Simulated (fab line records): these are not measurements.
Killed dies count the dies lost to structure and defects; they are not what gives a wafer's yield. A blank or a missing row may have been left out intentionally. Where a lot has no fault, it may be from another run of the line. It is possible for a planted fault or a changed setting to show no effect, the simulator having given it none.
Which tool is to blame? || flow sfqLine || 36 wafers from 12 lots sampled at 6 of the route's 325 steps

== WHAT EACH GAUGE READ, for each wafer ==
SFQ_M1_RS_MEAS_909: a four-point-probe measurement. Usual: M1_NB_RS gives 0.888 ohm/sq (standard deviation 0.0097).
{"lot": "L884", "measured": "day 17 17:28", "on": "filmMetro-03", "M1_NB_RS (ohm/sq)": "0.870 0.888 0.875", "flag": ""}
{"lot": "L885", "measured": "day 18 16:16", "on": "filmMetro-01", "M1_NB_RS (ohm/sq)": "0.883 0.890 0.885", "flag": ""}
{"lot": "L886", "measured": "day 18 20:29", "on": "filmMetro-01", "M1_NB_RS (ohm/sq)": "0.885 0.887 0.882", "flag": ""}
{"lot": "L887", "measured": "day 19 02:38", "on": "filmMetro-03", "M1_NB_RS (ohm/sq)": "0.876 0.872 0.881", "flag": ""}
{"lot": "L888", "measured": "day 19 19:33", "on": "filmMetro-01", "M1_NB_RS (ohm/sq)": "0.888 0.896 0.896", "flag": ""}
{"lot": "L889", "measured": "day 20 07:32", "on": "filmMetro-03", "M1_NB_RS (ohm/sq)": "0.878 0.890 0.896", "flag": ""}
{"lot": "L899", "measured": "day 24 16:48", "on": "filmMetro-04", "M1_NB_RS (ohm/sq)": "1.029 1.030 1.046", "flag": "OFF"}
{"lot": "L900", "measured": "day 25 08:31", "on": "filmMetro-01", "M1_NB_RS (ohm/sq)": "1.031 1.036 1.024", "flag": "OFF"}
{"lot": "L903", "measured": "day 25 23:33", "on": "filmMetro-03", "M1_NB_RS (ohm/sq)": "0.896 0.885 0.902", "flag": ""}
{"lot": "L905", "measured": "day 26 10:48", "on": "filmMetro-01", "M1_NB_RS (ohm/sq)": "0.882 0.880 0.881", "flag": ""}
{"lot": "L906", "measured": "day 27 06:41", "on": "filmMetro-03", "M1_NB_RS (ohm/sq)": "0.866 0.871 0.870", "flag": ""}
{"lot": "L907", "measured": "day 27 16:03", "on": "filmMetro-04", "M1_NB_RS (ohm/sq)": "0.879 0.878 0.894", "flag": ""}

SFQ_I3_OVL_MEAS_923. Usual: I3_OVL gives -1 nm (standard deviation 5.5).
{"lot": "L884", "measured": "day 50 18:02", "on": "overlay-01", "I3_OVL (nm)": "0 -1 2", "flag": ""}
{"lot": "L885", "measured": "day 52 00:02", "on": "overlay-01", "I3_OVL (nm)": "-5 1 1", "flag": ""}
{"lot": "L886", "measured": "day 52 06:02", "on": "overlay-02", "I3_OVL (nm)": "-11 -11 -9", "flag": ""}
{"lot": "L887", "measured": "day 52 15:38", "on": "overlay-01", "I3_OVL (nm)": "-6 -3 -7", "flag": ""}
{"lot": "L888", "measured": "day 53 01:22", "on": "overlay-02", "I3_OVL (nm)": "-4 -7 -1", "flag": ""}
{"lot": "L889", "measured": "day 53 08:34", "on": "overlay-01", "I3_OVL (nm)": "-1 -1 0", "flag": ""}
{"lot": "L899", "measured": "day 57 17:05", "on": "overlay-01", "I3_OVL (nm)": "0 5 1", "flag": ""}
{"lot": "L900", "measured": "day 58 00:17", "on": "overlay-01", "I3_OVL (nm)": "-6 10 5", "flag": ""}
{"lot": "L903", "measured": "day 58 13:29", "on": "overlay-01", "I3_OVL (nm)": "-6 -1 -10", "flag": ""}
{"lot": "L905", "measured": "day 58 19:37", "on": "overlay-01", "I3_OVL (nm)": "2 -4 -4", "flag": ""}
{"lot": "L906", "measured": "day 58 20:48", "on": "overlay-01", "I3_OVL (nm)": "1 -4 2", "flag": ""}
{"lot": "L907", "measured": "day 60 01:34", "on": "overlay-02", "I3_OVL (nm)": "1 4 1", "flag": ""}

== WHAT TOOL EACH LOT RAN ON (gives the tool, then ch and the chambers of the sampled wafers, and finally the start) ==
{"lot": "L884", "SFQ_TRILAYER_M1_DEP_SPUTTER_037": "pvdSputter-03, day 17 17:22", "SFQ_TRILAYER_M1_ETCH_METAL_ETCH_042": "rieMetal-02 ch 0,1, day 24 00:40", "SFQ_TRILAYER_M1_STRIP_STRIP_043": "rieMetal-02 ch 0,1, day 24 00:47", "SFQ_TRILAYER_I1_DEP_PECVD_045": "pecvd-04 ch 0,1,2, day 24 01:34"}
{"lot": "L885", "SFQ_TRILAYER_M1_DEP_SPUTTER_037": "pvdSputter-03, day 18 16:10", "SFQ_TRILAYER_M1_ETCH_METAL_ETCH_042": "rieMetal-03 ch 0, day 25 08:07", "SFQ_TRILAYER_M1_STRIP_STRIP_043": "rieMetal-03 ch 0, day 25 08:14", "SFQ_TRILAYER_I1_DEP_PECVD_045": "pecvd-03 ch 0,1, day 25 09:01"}
{"lot": "L886", "SFQ_TRILAYER_M1_DEP_SPUTTER_037": "pvdSputter-03, day 18 20:22", "SFQ_TRILAYER_M1_ETCH_METAL_ETCH_042": "rieMetal-03 ch 0, day 25 12:55", "SFQ_TRILAYER_M1_STRIP_STRIP_043": "rieMetal-03 ch 0, day 25 13:02", "SFQ_TRILAYER_I1_DEP_PECVD_045": "pecvd-01 ch 0,1, day 25 13:49"}
{"lot": "L887", "SFQ_TRILAYER_M1_DEP_SPUTTER_037": "pvdSputter-03, day 19 02:30", "SFQ_TRILAYER_M1_ETCH_METAL_ETCH_042": "rieMetal-04 ch 0, day 25 20:07", "SFQ_TRILAYER_M1_STRIP_STRIP_043": "rieMetal-04 ch 0, day 25 20:14", "SFQ_TRILAYER_I1_DEP_PECVD_045": "pecvd-01 ch 0,1, day 25 21:01"}
{"lot": "L888", "SFQ_TRILAYER_M1_DEP_SPUTTER_037": "pvdSputter-06, day 19 19:26", "SFQ_TRILAYER_M1_ETCH_METAL_ETCH_042": "rieMetal-04 ch 0,1, day 26 04:49", "SFQ_TRILAYER_M1_STRIP_STRIP_043": "rieMetal-04 ch 0,1, day 26 04:56", "SFQ_TRILAYER_I1_DEP_PECVD_045": "pecvd-01 ch 1,2, day 26 05:43"}
{"lot": "L889", "SFQ_TRILAYER_M1_DEP_SPUTTER_037": "pvdSputter-03, day 20 07:26", "SFQ_TRILAYER_M1_ETCH_METAL_ETCH_042": "rieMetal-04 ch 0,1, day 26 20:05", "SFQ_TRILAYER_M1_STRIP_STRIP_043": "rieMetal-04 ch 0,1, day 26 20:13", "SFQ_TRILAYER_I1_DEP_PECVD_045": "pecvd-01 ch 0,1,2, day 26 21:00"}
{"lot": "L899", "SFQ_TRILAYER_M1_DEP_SPUTTER_037": "pvdSputter-04, day 24 16:41", "SFQ_TRILAYER_M1_ETCH_METAL_ETCH_042": "rieMetal-04 ch 0,1, day 31 10:16", "SFQ_TRILAYER_M1_STRIP_STRIP_043": "rieMetal-04 ch 0,1, day 31 10:23", "SFQ_TRILAYER_I1_DEP_PECVD_045": "pecvd-04 ch 0,1, day 31 11:10"}
{"lot": "L900", "SFQ_TRILAYER_M1_DEP_SPUTTER_037": "pvdSputter-04, day 25 08:25", "SFQ_TRILAYER_M1_ETCH_METAL_ETCH_042": "rieMetal-04 ch 0,1, day 32 06:40", "SFQ_TRILAYER_M1_STRIP_STRIP_043": "rieMetal-04 ch 0,1, day 32 06:47", "SFQ_TRILAYER_I1_DEP_PECVD_045": "pecvd-03 ch 0,2, day 32 07:34"}
{"lot": "L903", "SFQ_TRILAYER_M1_DEP_SPUTTER_037": "pvdSputter-03, day 25 23:25", "SFQ_TRILAYER_M1_ETCH_METAL_ETCH_042": "rieMetal-03 ch 0,1, day 32 22:38", "SFQ_TRILAYER_M1_STRIP_STRIP_043": "rieMetal-03 ch 0,1, day 32 22:56", "SFQ_TRILAYER_I1_DEP_PECVD_045": "pecvd-04 ch 0,1,2, day 32 23:32"}
{"lot": "L905", "SFQ_TRILAYER_M1_DEP_SPUTTER_037": "pvdSputter-06, day 26 10:41", "SFQ_TRILAYER_M1_ETCH_METAL_ETCH_042": "rieMetal-04 ch 0,1, day 33 10:59", "SFQ_TRILAYER_M1_STRIP_STRIP_043": "rieMetal-04 ch 0,1, day 33 11:07", "SFQ_TRILAYER_I1_DEP_PECVD_045": "pecvd-04 ch 0,2, day 33 11:53"}
{"lot": "L906", "SFQ_TRILAYER_M1_DEP_SPUTTER_037": "pvdSputter-06, day 27 06:35", "SFQ_TRILAYER_M1_ETCH_METAL_ETCH_042": "rieMetal-03 ch 0,1, day 33 23:44", "SFQ_TRILAYER_M1_STRIP_STRIP_043": "rieMetal-03 ch 0,1, day 33 23:52", "SFQ_TRILAYER_I1_DEP_PECVD_045": "pecvd-04 ch 0,1,2, day 34 00:38"}
{"lot": "L907", "SFQ_TRILAYER_M1_DEP_SPUTTER_037": "pvdSputter-03, day 27 15:58", "SFQ_TRILAYER_M1_ETCH_METAL_ETCH_042": "rieMetal-02 ch 0, day 34 05:44", "SFQ_TRILAYER_M1_STRIP_STRIP_043": "rieMetal-02 ch 0, day 34 05:52", "SFQ_TRILAYER_I1_DEP_PECVD_045": "pecvd-03 ch 0,2, day 34 06:38"}
- SFQ_TRILAYER_M1_DEP_SPUTTER_037: material Nb, target thk 200 nm, time 133.3 s.
- SFQ_TRILAYER_M1_ETCH_METAL_ETCH_042: etches Nb in Cl2/Ar, stops on SiO2, target depth 240 nm, time 120 s.
- SFQ_TRILAYER_M1_STRIP_STRIP_043: strips in O2.
- SFQ_TRILAYER_I1_DEP_PECVD_045: deposits SiO2 from SiH4/N2O, time 111.11 s, target thk 500 nm.

== AS READ BY THE TOOLS THEMSELVES (means over the sampled wafers that have a number; for cases with no such wafer, the mark the record gives instead) ==
SFQ_TRILAYER_M1_DEP_SPUTTER_037. Usual: throttleValvePct reads 30.2 % (standard deviation 1).
{"lot": "L884", "tool": "pvdSputter-03", "throttleValvePct (%)": 30.3, "flag": ""}
{"lot": "L885", "tool": "pvdSputter-03", "throttleValvePct (%)": 30.0, "flag": ""}
{"lot": "L886", "tool": "pvdSputter-03", "throttleValvePct (%)": 30.1, "flag": ""}
{"lot": "L887", "tool": "pvdSputter-03", "throttleValvePct (%)": 30.4, "flag": ""}
{"lot": "L888", "tool": "pvdSputter-06", "throttleValvePct (%)": 30.3, "flag": ""}
{"lot": "L889", "tool": "pvdSputter-03", "throttleValvePct (%)": 30.6, "flag": ""}
{"lot": "L899", "tool": "pvdSputter-04", "throttleValvePct (%)": 29.3, "flag": ""}
{"lot": "L900", "tool": "pvdSputter-04", "throttleValvePct (%)": 29.4, "flag": ""}
{"lot": "L903", "tool": "pvdSputter-03", "throttleValvePct (%)": 30.2, "flag": ""}
{"lot": "L905", "tool": "pvdSputter-06", "throttleValvePct (%)": 30.5, "flag": ""}
{"lot": "L906", "tool": "pvdSputter-06", "throttleValvePct (%)": 30.9, "flag": ""}
{"lot": "L907", "tool": "pvdSputter-03", "throttleValvePct (%)": 30.3, "flag": ""}

SFQ_TRILAYER_M1_ETCH_METAL_ETCH_042. Usual: drypumpMotorCurrentA 6.0 A, standard deviation 0.47; oesProductAu 0.895 a.u., standard deviation 0.0073.
{"lot": "L884", "tool": "rieMetal-02", "drypumpMotorCurrentA (A)": 6.1, "oesProductAu (a.u.)": 0.897, "flag": ""}
{"lot": "L885", "tool": "rieMetal-03", "drypumpMotorCurrentA (A)": 6.0, "oesProductAu (a.u.)": 0.897, "flag": ""}
{"lot": "L886", "tool": "rieMetal-03", "drypumpMotorCurrentA (A)": 6.0, "oesProductAu (a.u.)": 0.897, "flag": ""}
{"lot": "L887", "tool": "rieMetal-04", "drypumpMotorCurrentA (A)": 6.7, "oesProductAu (a.u.)": 0.904, "flag": ""}
{"lot": "L888", "tool": "rieMetal-04", "drypumpMotorCurrentA (A)": 6.3, "oesProductAu (a.u.)": 0.894, "flag": ""}
{"lot": "L889", "tool": "rieMetal-04", "drypumpMotorCurrentA (A)": 6.3, "oesProductAu (a.u.)": 0.897, "flag": ""}
{"lot": "L899", "tool": "rieMetal-04", "drypumpMotorCurrentA (A)": 6.3, "oesProductAu (a.u.)": 0.832, "flag": "OFF"}
{"lot": "L900", "tool": "rieMetal-04", "drypumpMotorCurrentA (A)": 6.3, "oesProductAu (a.u.)": 0.835, "flag": "OFF"}
{"lot": "L903", "tool": "rieMetal-03", "drypumpMotorCurrentA (A)": 5.5, "oesProductAu (a.u.)": 0.892, "flag": ""}
{"lot": "L905", "tool": "rieMetal-04", "drypumpMotorCurrentA (A)": 6.5, "oesProductAu (a.u.)": 0.899, "flag": ""}
{"lot": "L906", "tool": "rieMetal-03", "drypumpMotorCurrentA (A)": 5.7, "oesProductAu (a.u.)": 0.906, "flag": ""}
{"lot": "L907", "tool": "rieMetal-02", "drypumpMotorCurrentA (A)": 5.6, "oesProductAu (a.u.)": 0.896, "flag": ""}

SFQ_TRILAYER_M1_STRIP_STRIP_043. Usual: drypumpMotorCurrentA 6.0 A, standard deviation 0.47; oesProductAu 1.002 a.u., standard deviation 0.0086.
{"lot": "L884", "tool": "rieMetal-02", "drypumpMotorCurrentA (A)": 6.1, "oesProductAu (a.u.)": 0.993, "flag": ""}
{"lot": "L885", "tool": "rieMetal-03", "drypumpMotorCurrentA (A)": 6.0, "oesProductAu (a.u.)": 1.010, "flag": ""}
{"lot": "L886", "tool": "rieMetal-03", "drypumpMotorCurrentA (A)": 6.0, "oesProductAu (a.u.)": 1.009, "flag": ""}
{"lot": "L887", "tool": "rieMetal-04", "drypumpMotorCurrentA (A)": 6.7, "oesProductAu (a.u.)": 1.001, "flag": ""}
{"lot": "L888", "tool": "rieMetal-04", "drypumpMotorCurrentA (A)": 6.3, "oesProductAu (a.u.)": 1.010, "flag": ""}
{"lot": "L889", "tool": "rieMetal-04", "drypumpMotorCurrentA (A)": 6.3, "oesProductAu (a.u.)": 1.007, "flag": ""}
{"lot": "L899", "tool": "rieMetal-04", "drypumpMotorCurrentA (A)": 6.3, "oesProductAu (a.u.)": 1.004, "flag": ""}
{"lot": "L900", "tool": "rieMetal-04", "drypumpMotorCurrentA (A)": 6.3, "oesProductAu (a.u.)": 1.001, "flag": ""}
{"lot": "L903", "tool": "rieMetal-03", "drypumpMotorCurrentA (A)": 5.5, "oesProductAu (a.u.)": 0.996, "flag": ""}
{"lot": "L905", "tool": "rieMetal-04", "drypumpMotorCurrentA (A)": 6.5, "oesProductAu (a.u.)": 1.004, "flag": ""}
{"lot": "L906", "tool": "rieMetal-03", "drypumpMotorCurrentA (A)": 5.7, "oesProductAu (a.u.)": 1.009, "flag": ""}
{"lot": "L907", "tool": "rieMetal-02", "drypumpMotorCurrentA (A)": 5.6, "oesProductAu (a.u.)": 1.006, "flag": ""}

SFQ_TRILAYER_I1_DEP_PECVD_045. Usual: heaterPowerW 89 W, standard deviation 9.2; throttleValvePct 24.9 %, standard deviation 0.98.
{"lot": "L884", "tool": "pecvd-04", "heaterPowerW (W)": 91, "throttleValvePct (%)": 25.2, "flag": ""}
{"lot": "L885", "tool": "pecvd-03", "heaterPowerW (W)": 84, "throttleValvePct (%)": 24.8, "flag": ""}
{"lot": "L886", "tool": "pecvd-01", "heaterPowerW (W)": 94, "throttleValvePct (%)": 24.1, "flag": ""}
{"lot": "L887", "tool": "pecvd-01", "heaterPowerW (W)": 95, "throttleValvePct (%)": 24.3, "flag": ""}
{"lot": "L888", "tool": "pecvd-01", "heaterPowerW (W)": 87, "throttleValvePct (%)": 24.1, "flag": ""}
{"lot": "L889", "tool": "pecvd-01", "heaterPowerW (W)": 86, "throttleValvePct (%)": 24.4, "flag": ""}
{"lot": "L899", "tool": "pecvd-04", "heaterPowerW (W)": 85, "throttleValvePct (%)": 26.0, "flag": ""}
{"lot": "L900", "tool": "pecvd-03", "heaterPowerW (W)": 96, "throttleValvePct (%)": 26.1, "flag": ""}
{"lot": "L903", "tool": "pecvd-04", "heaterPowerW (W)": 91, "throttleValvePct (%)": 25.2, "flag": ""}
{"lot": "L905", "tool": "pecvd-04", "heaterPowerW (W)": 92, "throttleValvePct (%)": 24.6, "flag": ""}
{"lot": "L906", "tool": "pecvd-04", "heaterPowerW (W)": 89, "throttleValvePct (%)": 25.2, "flag": ""}
{"lot": "L907", "tool": "pecvd-03", "heaterPowerW (W)": 99, "throttleValvePct (%)": 26.2, "flag": ""}

== THE ANSWER, worked out from the rows above alone ==
Rule: a lot counts as off when the mean over its wafers that have a number is more than 3 standard deviations away from the usual mean. Also off: a lot with no number at a reading for which 4 or more lots have one. The other lots that the step has rows for count as sound. First the gauges in route order, then the tools' own readings, where a lot's mean is used as printed above. At the first step where some lot is off, the reading lying furthest off is the one used; lots without a number count as furthest.
Off: at SFQ_M1_RS_MEAS_909 (M1_NB_RS), L899, L900.
If a tool, at a process step before that reading, ran all the lots that are off and no sound lot after the first of them, it fits. The gauges at SFQ_M1_RS_MEAS_909 aren't tried: what is off there is off at SFQ_TRILAYER_M1_ETCH_METAL_ETCH_042 too, on other tools, and a gauge's error can't cause that. One fits: pvdSputter-04 at SFQ_TRILAYER_M1_DEP_SPUTTER_037. It ran no sound lot before its first lot that is off in this sample, so the start can't be narrowed down.

== WHAT THE SIMULATOR HAD INSERTED ==
Site profile drift: pvdSputter-04, from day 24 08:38 on, at SFQ_TRILAYER_M1_DEP_SPUTTER_037. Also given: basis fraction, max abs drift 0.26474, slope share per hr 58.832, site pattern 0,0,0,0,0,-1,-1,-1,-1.
Lots struck among those shown: L899, L900. The same result came from the rule above.
